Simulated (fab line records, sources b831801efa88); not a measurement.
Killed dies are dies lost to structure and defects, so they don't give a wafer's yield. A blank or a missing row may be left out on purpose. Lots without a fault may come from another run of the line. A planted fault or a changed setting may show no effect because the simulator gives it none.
A struck lot beside a sound one | flow sky130 | 16 steps out of a route of 708
Sound: wafers L469.1, L469.2, L469.3. Struck: wafers L474.3, L474.4. (L474.1 of the same lot was not struck and is left out.) The cause comes at the end.
At each step with rows: each side's tool, then ch and its chambers, then its first start. Under that, the readings that differ: sound wafers | struck wafers | difference of the means | sigmas: that difference in standard deviations of wafers without a fault.
alike: readings whose means differ by less than 2 such deviations, and words and numbers that are the same on both sides. not compared: withheld readings, readings that some wafer has no value for, bounds like >300 that may hide the same value, and numbers for which the record gives no deviation and whose values overlap.
The two part at a step that has a row with sigmas, a row that says differs or no value, or rows on one side only. Numbers that don't overlap but have no deviation are shown without sigmas and don't part them. A reading that every wafer of one side lacks parts them only if that side has two wafers or more.

first, 2 steps without rows for these wafers: SKY_METAL3_PEB_11; SKY_METAL3_DEVELOP_12 (develop time 60 s).
SKY_METAL3_CD_MEAS_13: target cd 300 nm.
  sound on cd_sem-01, day 40 10:07; struck on cd_sem-01, day 42 03:47
  alike: cd_nm
SKY_METAL3_OVL_MEAS_14:
  sound on overlay-02, day 40 10:14; struck on overlay-02, day 42 03:54
  alike: METAL3_OVL
SKY_METAL3_DESCUM_15: chemistry O2, time 8 s.
  sound on rie_metal-02 ch 0,1, day 40 10:16; struck on rie_metal-01 ch 0,1, day 42 03:56
  reading               | sound             | struck      | difference | sigmas
  oes_product_au (a.u.) | 1.012 1.006 1.021 | 0.989 0.984 | -0.026     | -2
  alike: drypump_motor_current_A
  not compared: rf_hours_counter_h
then, 1 step without rows for these wafers: SKY_METAL3_ETCH_16 (etches BARC in N2/H2, stops on SiO2, time 88.2 s, target depth 60 nm).
SKY_METAL3_ETCH_17: etches SiO2 in C4F8/O2/Ar, stops on TiN, time 3.9 s, target depth 15 nm.
  sound on rie_diel-04 ch 0,1,2, day 40 10:24; struck on rie_diel-04 ch 0,1, day 42 04:04
  reading                | sound    | struck | difference | sigmas
  rf_hours_counter_h (h) | 14 14 12 | 15 16  | +2         |
  alike: oes_product_au
SKY_METAL3_METAL_ETCH_18: etches the open film in Cl2/BCl3, stops on SiO2, target depth 845 nm, time 183.1 s.
  sound on rie_metal-03 ch 0,1, day 40 10:25; struck on rie_metal-02 ch 0,1, day 42 04:05
  alike: drypump_motor_current_A, oes_product_au, throttle_valve_pct
  not compared: rf_hours_counter_h
SKY_METAL3_STRIP_19: strips in O2/N2.
  sound on plasma_asher-02 ch 0,1, day 40 10:35; struck on plasma_asher-02 ch 0,1, day 42 04:16
  alike: drypump_motor_current_A, n2_flow_sccm, oes_product_au, strip_time_to_endpoint_s
  not compared: rf_hours_counter_h
then, 3 steps without rows for these wafers: SKY_METAL3_STRIP_20 (strips in post etch residue remover, time 1200 s); SKY_METAL3_CLEAN_21 (cleans in IPA, time 180 s); SKY_METAL3_CLEAN_22 (cleans in O3/DIW).
SKY_VIA3_HDPCVD_00: deposits SiO2, target thk 1635 nm, time 272.5 s.
  sound on hdpcvd-01 ch 0,1,2, day 40 11:11; struck on hdpcvd-01 ch 1, day 42 04:52
  reading                                  | sound             | struck      | difference | sigmas
  run_length_s (s)                         | 300.0 300.7 300.9 | 350.0 350.1 | +49.5      | +99 or more
  model.SiO2_of_VIA3_HDPCVD_00.thk_nm (nm) | 1627 1617 1621    | 1934 1926   | +308       |
  alike: sih4_flow_sccm
SKY_VIA3_THK_MEAS_01:
  sound on film_metro-01, day 40 11:21; struck on film_metro-02, day 42 05:02
  reading              | sound          | struck    | difference | sigmas
  VIA3_HDPCVD_THK (nm) | 1629 1617 1621 | 1935 1925 | +308       | +15
SKY_VIA3_CMP_02: polishes SiO2.
  sound on cmp-01 ch 1,2,3, day 40 11:25; struck on cmp-01 ch 1,3, day 42 05:17
  alike: motor_current_A, retaining_ring_pressure_frac
then, 1 step without rows for these wafers: SKY_PAD_OPEN_PROBE_99.

WHERE THEY PART
First at SKY_METAL3_DESCUM_15; last, within this record, at SKY_VIA3_THK_MEAS_01. Later steps at which nothing parts them and some readings are alike: SKY_VIA3_CMP_02.

WHY: what the simulator had put in
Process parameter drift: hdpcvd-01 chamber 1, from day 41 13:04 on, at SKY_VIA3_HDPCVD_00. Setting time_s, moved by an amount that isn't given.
